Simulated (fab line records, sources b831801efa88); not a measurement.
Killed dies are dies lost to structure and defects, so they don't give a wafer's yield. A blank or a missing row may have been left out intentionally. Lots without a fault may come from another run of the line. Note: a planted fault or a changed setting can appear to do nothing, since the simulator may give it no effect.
fab line records | flow sky130
[record] lots = 12 | wafers = 36 | last_day = 50
route steps=708 shown CAPM@538 METAL3@568 VIA3@597 PAD_OPEN@708
lots with no fault: from the same line, run without faults
start_h: start of the lot's first displayed wafer, in hours after the record's first day | wait_h: how many hours have passed since the lot's step before this one | " as in the row above | L1.1+2: a row that stands for several wafers | - either no value or no given start | * or withheld: withheld | < > ~ a bound
route shown NAME@n: names a module that has steps shown in the file, with the first one's number in the route | usual: mean/standard deviation of fault-free wafers | same: alike in all rows | chamber/n: place in a boat | sites: readings site by site | _std_site: their standard deviation | _edge_site: outer sites' mean less inner sites' | radius_mm: how far each site lies from the wafer's centre | mask NAME#n: copy n | behind: the most recent tool/chamber to have shaped the wafer | hold: cause of the lot's hold/its duration in hours/its outcome | device: whichever transistor did not switch (one of n, p or np) | end of line: the same wafers' tests at the end of the route | a step with no rows: only its recipe | killed: not the wafer's yield, but the dies lost to structure and defects at the first sort | map: a wafer's dies, marking killed ones x, the rest . and places with no die _
set.NAME: the setting that was run; set.NAME@STEP: the one run at that earlier step | model.NAME: the simulator's own value behind a step, which no gauge read
route steps across a sampled set of lots; one table per step, one row per wafer
services: when a tool's chamber went out of use (start_h, in hours from the record's first day, below 0 if earlier), for how many hours, and the reason
[[steps]]
[step SKY_CAPM_THK_MEAS_01]
[recipe] reads = SiO2_of_CAPM_CVD_00
[usual] CAPM_CVD_00_THK = 15.43/0.24
lot.wafer | tool          | chamber | start_h | wait_h | CAPM_CVD_00_THK[nm]
L303.1    | film_metro-03 | -       | 848.55  | -      | 15.15
L303.3    | "             | -       | "       | "      | 15.24
L303.6    | "             | -       | "       | "      | 15.41
L305.1    | film_metro-03 | -       | 867.91  | -      | 15.03
L305.3    | "             | -       | "       | "      | 15.62
L305.4    | "             | -       | "       | "      | 15.53
L306.1    | film_metro-01 | -       | 880.56  | -      | 15.14
L306.2    | "             | -       | "       | "      | 15.32
L306.5    | "             | -       | "       | "      | 15.49
L307.1    | film_metro-04 | -       | 881.98  | -      | 15.36
L307.3    | "             | -       | "       | "      | 15.75
L307.6    | "             | -       | "       | "      | 15.73
L308.3    | film_metro-01 | -       | 894.03  | -      | 15.27
L308.4    | "             | -       | "       | "      | 15.48
L308.5    | "             | -       | "       | "      | 15.29
L313.4    | film_metro-03 | -       | 930.72  | -      | 15.68
L313.5    | "             | -       | "       | "      | 15.59
L313.6    | "             | -       | "       | "      | 15.68
L314.1    | film_metro-03 | -       | 939.71  | -      | 15.25
L314.3    | "             | -       | "       | "      | 15.16
L314.6    | "             | -       | "       | "      | 15.65
L320.3    | film_metro-03 | -       | 978.21  | -      | 14.99
L320.5    | "             | -       | "       | "      | 15.77
L320.6    | "             | -       | "       | "      | 15.37
L321.2    | film_metro-03 | -       | 987.49  | -      | 15.20
L321.3    | "             | -       | "       | "      | 15.36
L321.4    | "             | -       | "       | "      | 15.64
L324.2    | film_metro-03 | -       | 1002.13 | -      | 15.28
L324.4    | "             | -       | "       | "      | 15.32
L324.5    | "             | -       | "       | "      | 15.29
L326.3    | film_metro-01 | -       | 1013.63 | -      | 15.81
L326.4    | "             | -       | "       | "      | 16.11
L326.6    | "             | -       | "       | "      | 15.83
L325.1    | film_metro-01 | -       | 1014.31 | -      | 15.07
L325.5    | "             | -       | "       | "      | 15.17
L325.6    | "             | -       | "       | "      | 15.25
[step SKY_CAPM_THK_MEAS_04]
[recipe] thk_meas_gauge = xrf | reads = TiN_of_CAPM_SPUTTER_02
[usual] CAPM_TIN_THK = 202.7/2.3
lot.wafer | tool          | chamber | start_h | wait_h | CAPM_TIN_THK[nm]
L303.1    | film_metro-04 | -       | 848.84  | 0.1    | 203.5
L303.3    | "             | -       | "       | "      | 204.5
L303.6    | "             | -       | "       | "      | 203.4
L305.1    | film_metro-01 | -       | 868.20  | 0.1    | 201.5
L305.3    | "             | -       | "       | "      | 202.6
L305.4    | "             | -       | "       | "      | 199.0
L306.1    | film_metro-04 | -       | 880.85  | 0.1    | 199.6
L306.2    | "             | -       | "       | "      | 200.2
L306.5    | "             | -       | "       | "      | 201.2
L307.1    | film_metro-03 | -       | 882.27  | 0.1    | 205.8
L307.3    | "             | -       | "       | "      | 203.5
L307.6    | "             | -       | "       | "      | 200.4
L308.3    | film_metro-01 | -       | 894.32  | 0.1    | 198.2
L308.4    | "             | -       | "       | "      | 198.2
L308.5    | "             | -       | "       | "      | 197.8
L313.4    | film_metro-04 | -       | 931.01  | 0.1    | 202.5
L313.5    | "             | -       | "       | "      | 200.5
L313.6    | "             | -       | "       | "      | 201.8
L314.1    | film_metro-03 | -       | 940.00  | 0.1    | 204.4
L314.3    | "             | -       | "       | "      | 200.1
L314.6    | "             | -       | "       | "      | 203.1
L320.3    | film_metro-04 | -       | 978.50  | 0.1    | 205.7
L320.5    | "             | -       | "       | "      | 203.8
L320.6    | "             | -       | "       | "      | 206.1
L321.2    | film_metro-04 | -       | 987.78  | 0.1    | 203.7
L321.3    | "             | -       | "       | "      | 203.8
L321.4    | "             | -       | "       | "      | 205.7
L324.2    | film_metro-01 | -       | 1002.42 | 0.1    | 204.6
L324.4    | "             | -       | "       | "      | 206.3
L324.5    | "             | -       | "       | "      | 205.8
L326.3    | film_metro-03 | -       | 1013.91 | 0.1    | 199.9
L326.4    | "             | -       | "       | "      | 201.0
L326.6    | "             | -       | "       | "      | 200.3
L325.1    | film_metro-04 | -       | 1014.60 | 0.1    | 202.4
L325.5    | "             | -       | "       | "      | 201.8
L325.6    | "             | -       | "       | "      | 203.1
[step SKY_METAL3_METAL_ETCH_18]
[recipe] target_depth_a = 8450 | stop_on = SiO2 | over_etch_frac = 0.3 | time_s = 183.1 | chemistry = Cl2/BCl3 | resist_sidewall_deg = 88 | pressure_mtorr = 10 | icp_w = 900 | bias_w = 48.5 | Cl2_flow_sccm = 60 | bcl3_flow_sccm = 30
[usual] drypump_motor_current_A = 5.9/0.41 | he_backside_leak_sccm = 3.5/0.36 | oes_product_au = 0.866/0.0062 | throttle_valve_pct = 22.264/0.0089
lot.wafer | tool         | chamber | start_h | wait_h | drypump_motor_current_A | he_backside_leak_sccm | oes_product_au | rf_hours_counter_h | throttle_valve_pct
L303.1    | rie_metal-03 | 0       | 900.64  | 0.0    | 6.3                     | 3.6                   | 0.851          | 14                 | 22.247
L303.3    | "            | 0       | "       | "      | 6.2                     | 3.5                   | 0.868          | -                  | 22.244
L303.6    | "            | 0       | "       | "      | 6.3                     | 3.6                   | 0.853          | -                  | 22.260
L305.1    | rie_metal-02 | 0       | 919.82  | 0.0    | 5.4                     | 3.4                   | 0.866          | 15                 | 22.270
L305.3    | "            | 1       | "       | "      | 6.3                     | 3.6                   | 0.871          | -                  | 22.267
L305.4    | "            | 0       | "       | "      | 5.5                     | 3.4                   | 0.867          | -                  | 22.278
L306.1    | rie_metal-01 | 1       | 931.48  | 0.0    | 5.4                     | 3.0                   | 0.861          | 7                  | 22.269
L306.2    | "            | 0       | "       | "      | 6.2                     | 3.4                   | 0.871          | 10                 | 22.266
L306.5    | "            | 0       | "       | "      | 6.2                     | 3.4                   | 0.869          | -                  | 22.265
L307.1    | rie_metal-03 | 0       | 933.40  | 0.0    | 6.3                     | 3.5                   | 0.869          | 16                 | 22.256
L307.3    | "            | 1       | "       | "      | 5.4                     | 3.5                   | 0.860          | -                  | 22.254
L307.6    | "            | 0       | "       | "      | 6.2                     | 3.7                   | 0.861          | -                  | 22.262
L308.3    | rie_metal-01 | 1       | 944.19  | 0.1    | 5.4                     | 3.1                   | 0.873          | -                  | 22.259
L308.4    | "            | 0       | "       | "      | 6.2                     | 3.6                   | 0.869          | -                  | 22.272
L308.5    | "            | 0       | "       | "      | 6.2                     | 3.3                   | 0.872          | -                  | 22.270
L313.4    | rie_metal-03 | 1       | 979.50  | 0.1    | 5.5                     | 3.4                   | 0.867          | -                  | 22.269
L313.5    | "            | 1       | "       | "      | 5.5                     | 3.5                   | 0.871          | -                  | 22.259
L313.6    | "            | 0       | "       | "      | 6.3                     | 3.5                   | 0.865          | -                  | 22.264
L314.1    | rie_metal-01 | 0       | 986.05  | 0.0    | 6.2                     | 3.6                   | 0.857          | 13                 | 22.266
L314.3    | "            | 0       | "       | "      | 6.2                     | 3.5                   | 0.854          | -                  | 22.273
L314.6    | "            | 1       | "       | "      | 5.4                     | 3.1                   | 0.864          | -                  | 22.266
L320.3    | rie_metal-03 | 0       | 1024.16 | 0.1    | 6.3                     | 3.7                   | 0.870          | -                  | 22.265
L320.5    | "            | 1       | "       | "      | 5.5                     | 3.5                   | 0.868          | -                  | 22.262
L320.6    | "            | 0       | "       | "      | 6.2                     | 3.6                   | 0.878          | -                  | 22.250
L321.2    | rie_metal-03 | 0       | 1033.97 | 0.0    | 6.3                     | 3.4                   | 0.868          | 23                 | 22.264
L321.3    | "            | 0       | "       | "      | 6.3                     | 3.7                   | 0.862          | -                  | 22.281
L321.4    | "            | 1       | "       | "      | 5.5                     | 3.2                   | 0.861          | -                  | 22.266
L324.2    | rie_metal-01 | 1       | 1048.39 | 0.0    | 5.3                     | 3.1                   | 0.862          | 13                 | 22.258
L324.4    | "            | 1       | "       | "      | 5.3                     | 3.2                   | 0.864          | -                  | 22.260
L324.5    | "            | 0       | "       | "      | 6.2                     | 3.5                   | 0.859          | -                  | 22.252
L326.3    | rie_metal-01 | 0       | 1058.02 | 0.1    | 6.2                     | 3.6                   | 0.874          | -                  | 22.267
L326.4    | "            | 0       | "       | "      | 6.2                     | 3.6                   | 0.868          | -                  | 22.274
L326.6    | "            | 0       | "       | "      | 6.2                     | 3.7                   | 0.869          | -                  | 22.272
L325.1    | rie_metal-03 | 1       | 1059.30 | 0.0    | 5.4                     | 3.5                   | 0.868          | 9                  | 22.250
L325.5    | "            | 1       | "       | "      | 5.4                     | 3.8                   | 0.866          | -                  | 22.255
L325.6    | "            | 1       | "       | "      | 5.4                     | 3.7                   | 0.887          | -                  | 22.242
[step SKY_VIA3_CMP_24]
[recipe] stop_on = SiO2 | t_overpolish_s = 20 | down_force_psi = 3.5 | platen_rpm = 60 | target_thk_nm = 0 | pad_velocity_m_s = 0.94248
[usual] motor_current_A = 10.5/1.2 | overpolish_run_s = 20.000/0.0089 | t_overpolish_s = 20/0 | time_to_endpoint_s = 95/4.7
lot.wafer | tool   | chamber | start_h | wait_h | motor_current_A | overpolish_run_s | t_overpolish_s | time_to_endpoint_s
L303.3    | cmp-02 | 0       | 928.75  | 0.1    | 9.8             | 19.997           | 20             | 97
L303.1    | "      | 1       | "       | "      | 10.0            | 20.001           | 20             | 101
L303.6    | "      | 0       | "       | "      | 9.6             | 20.004           | 20             | 97
L305.3    | cmp-02 | 2       | 947.34  | 0.0    | 11.7            | 19.979           | 20             | 95
L305.1    | "      | 3       | "       | "      | 11.7            | 19.987           | 20             | 99
L305.4    | "      | 0       | "       | "      | 9.1             | 19.994           | 20             | 99
L306.2    | cmp-01 | 3       | 957.91  | 0.1    | 10.3            | 20.003           | 20             | 89
L306.1    | "      | 0       | "       | "      | 10.9            | 19.998           | 20             | 97
L306.5    | "      | 2       | "       | "      | 9.4             | 20.011           | 20             | 96
L307.1    | cmp-02 | 3       | 964.42  | 0.2    | 11.7            | 19.994           | 20             | 99
L307.3    | "      | 1       | "       | "      | 10.5            | 20.006           | 20             | 96
L307.6    | "      | 3       | "       | "      | 12.1            | 19.991           | 20             | 95
L308.4    | cmp-02 | 3       | 971.44  | 0.2    | 11.7            | 20.007           | 20             | 95
L308.3    | "      | 1       | "       | "      | 10.0            | 20.005           | 20             | 102
L308.5    | "      | 0       | "       | "      | 8.9             | 20.011           | 20             | 96
L313.4    | cmp-02 | 3       | 1005.29 | 0.2    | 11.4            | 15.357           | 15.342         | 106
L313.5    | "      | 0       | "       | "      | 9.1             | 15.336           | 15.342         | 104
L313.6    | "      | 1       | "       | "      | 10.1            | 15.335           | 15.342         | 107
L314.1    | cmp-02 | 3       | 1011.94 | 0.1    | 11.2            | 15.337           | 15.342         | 103
L314.3    | "      | 0       | "       | "      | 9.3             | 15.354           | 15.342         | 98
L314.6    | "      | 3       | "       | "      | 11.7            | 15.339           | 15.342         | 102
L320.3    | cmp-01 | 1       | 1049.07 | 0.1    | 9.4             | 20.006           | 20             | 93
L320.6    | "      | 3       | "       | "      | 10.9            | 19.991           | 20             | 90
L320.5    | "      | 0       | "       | "      | 11.1            | 20.019           | 20             | 91
L321.3    | cmp-01 | 2       | 1058.47 | 0.0    | 9.2             | 20.000           | 20             | 95
L321.2    | "      | 0       | "       | "      | 11.7            | 20.014           | 20             | 91
L321.4    | "      | 1       | "       | "      | 9.0             | 20.002           | 20             | 93
L324.4    | cmp-01 | 2       | 1071.97 | 0.2    | 8.9             | 19.998           | 20             | 100
L324.2    | "      | 3       | "       | "      | 10.8            | 19.995           | 20             | 94
L324.5    | "      | 0       | "       | "      | 11.4            | 19.987           | 20             | 93
L326.3    | cmp-01 | 2       | 1081.63 | 0.0    | 9.4             | 20.006           | 20             | 97
L326.4    | "      | 1       | "       | "      | 8.9             | 20.006           | 20             | 92
L326.6    | "      | 3       | "       | "      | 10.6            | 20.000           | 20             | 92
L325.1    | cmp-01 | 2       | 1083.13 | 0.2    | 9.6             | 20.003           | 20             | 89
L325.6    | "      | 3       | "       | "      | 10.4            | 20.003           | 20             | 86
L325.5    | "      | 0       | "       | "      | 11.5            | 19.999           | 20             | 90
[step SKY_PAD_OPEN_PROBE_99]
[usual] defect_limited_yield = 82.4/1.9 | killed_at_M0_to_M3 = 43/7.1 | killed_at_M4_up = 3.2/1.7 | killed_at_contacts = 24/5.6 | killed_at_front_end = 16/5 | killed_at_other = 0.4/0.68 | killed_dies = 86/9.3 | killed_open = 47/7.1 | killed_short = 39/5.7 | sort_bin_3_pad_short = 0.9/0.38 | sort_bin_5_function = 10.4/1.5 | sort_bin_6_memory = 6.3/1.3 | sort_n_pass = 406/9.3 | sort_yield_pct = 82.4/1.9
[same] gross_dies = 492 | killed_at_back_side = 0 | sort_bin_4_leakage[%] = 0 | sort_bin_8_speed[%] = 0
lot.wafer | tool      | chamber | start_h | wait_h | defect_limited_yield[%] | killed_at_M0_to_M3 | killed_at_M4_up | killed_at_contacts | killed_at_front_end | killed_at_other | killed_dies | killed_open | killed_short | sort_bin_3_pad_short[%] | sort_bin_5_function[%] | sort_bin_6_memory[%] | sort_n_pass | sort_yield_pct[%]
L308.3    | prober-02 | -       | 1111.19 | 0.2    | 83.9                    | 34                 | 3               | 19                 | 22                  | 1               | 79          | 41          | 37           | 1.2                     | 9.3                    | 5.5                  | 413         | 83.9
L308.4    | prober-02 | -       | 1111.24 | 0.2    | 82.3                    | 31                 | 4               | 29                 | 23                  | 0               | 87          | 34          | 53           | 1.6                     | 9.3                    | 6.7                  | 405         | 82.3
L308.5    | prober-02 | -       | 1111.29 | 0.2    | 83.5                    | 36                 | 5               | 21                 | 18                  | 1               | 81          | 39          | 41           | 1.2                     | 9.8                    | 5.5                  | 411         | 83.5
// killed by level:class
L308.3 CONTACT:geometric_particle:open=8 VIA1:geometric_particle:open=7 VIA1:geometric_particle:short=7 FIELD_ISO:geometric_particle:short=6 VIA2:geometric_particle:open=5 LI_CONTACT:geometric_particle:open=4 METAL2:geometric_particle:short=4 POLY_GATE:geometric_particle:open=3
L308.4 LI_CONTACT:geometric_particle:open=7 METAL1:geometric_particle:short=6 FIELD_ISO:geometric_particle:short=6 LI_CONTACT:geometric_particle:short=6 CONTACT:geometric_particle:short=6 CONTACT:geometric_particle:open=6 FIELD_ISO:geometric_particle:open=5 SPACER:geometric_particle:short=4
L308.5 VIA1:geometric_particle:open=12 LI_CONTACT:geometric_particle:open=7 METAL2:geometric_particle:short=7 METAL1:geometric_particle:short=6 POLY_GATE:geometric_particle:short=5 POLY_GATE:geometric_particle:open=5 LOCAL_INTERCONNECT:geometric_particle:short=5 FIELD_ISO:geometric_particle:open=4
[[services]]
tool         | chamber | start_h | hours | kind
rie_metal-03 | 1       | 890.07  | -     | clean
rie_metal-03 | 1       | 890.07  | 31.3  | scheduled_down
rie_metal-03 | 1       | 890.07  | 31.3  | vent_cycle
rie_metal-02 | -       | 896.25  | 0.4   | repair
cmp-01       | -       | 898.04  | 2.2   | repair
cmp-01       | -       | 911.34  | 2.5   | repair
cmp-01       | -       | 913.86  | 4.0   | pm
cmp-01       | -       | 917.86  | -     | consumable_replace:conditioner
cmp-01       | -       | 917.86  | -     | consumable_replace:pad
cmp-02       | -       | 917.86  | 5.5   | pm
cmp-02       | -       | 922.72  | 5.8   | repair
cmp-01       | -       | 941.29  | 1.3   | repair
rie_metal-03 | 0       | 958.58  | 2.8   | repair
cmp-01       | -       | 960.65  | 1.0   | repair
cmp-02       | -       | 960.88  | 1.1   | repair
cmp-01       | -       | 970.41  | 5.2   | pm
cmp-02       | -       | 992.23  | 1.6   | repair
rie_metal-02 | 1       | 1020.09 | 14.6  | repair
rie_metal-03 | 0       | 1051.93 | -     | clean
rie_metal-03 | 0       | 1051.93 | 23.8  | scheduled_down
rie_metal-03 | 0       | 1051.93 | 23.8  | vent_cycle
cmp-01       | -       | 1055.68 | 0.8   | repair
rie_metal-01 | 1       | 1056.34 | 3.7   | repair
rie_metal-03 | 1       | 1079.22 | 8.5   | repair
[[key]]
[first_sign] step = SKY_VIA3_CMP_24 | reading = t_overpolish_s | direction = down | sigmas = 99+ | usual = 20 | struck = 15.342
[effect] step = SKY_VIA3_CMP_24 | reading = overpolish_run_s | direction = down | sigmas = 99+ | usual = 20.000 | struck = 15.343
met_at SKY_VIA3_CMP_24
struck_lots L313,L314
not_acting_at SKY_CAPM_THK_MEAS_01,SKY_CAPM_THK_MEAS_04,SKY_METAL3_METAL_ETCH_18
onset_between 971.44 1005.29
[fault] kind = process_parameter_drift | tool = cmp-02 | chamber = - | onset_h = 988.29 | steps = SKY_VIA3_CMP_24 | channel = t_overpolish_s | offset = -4.6578 | shape = step | end_h = 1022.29 | acts_in = these_recipes_only | stated = 20
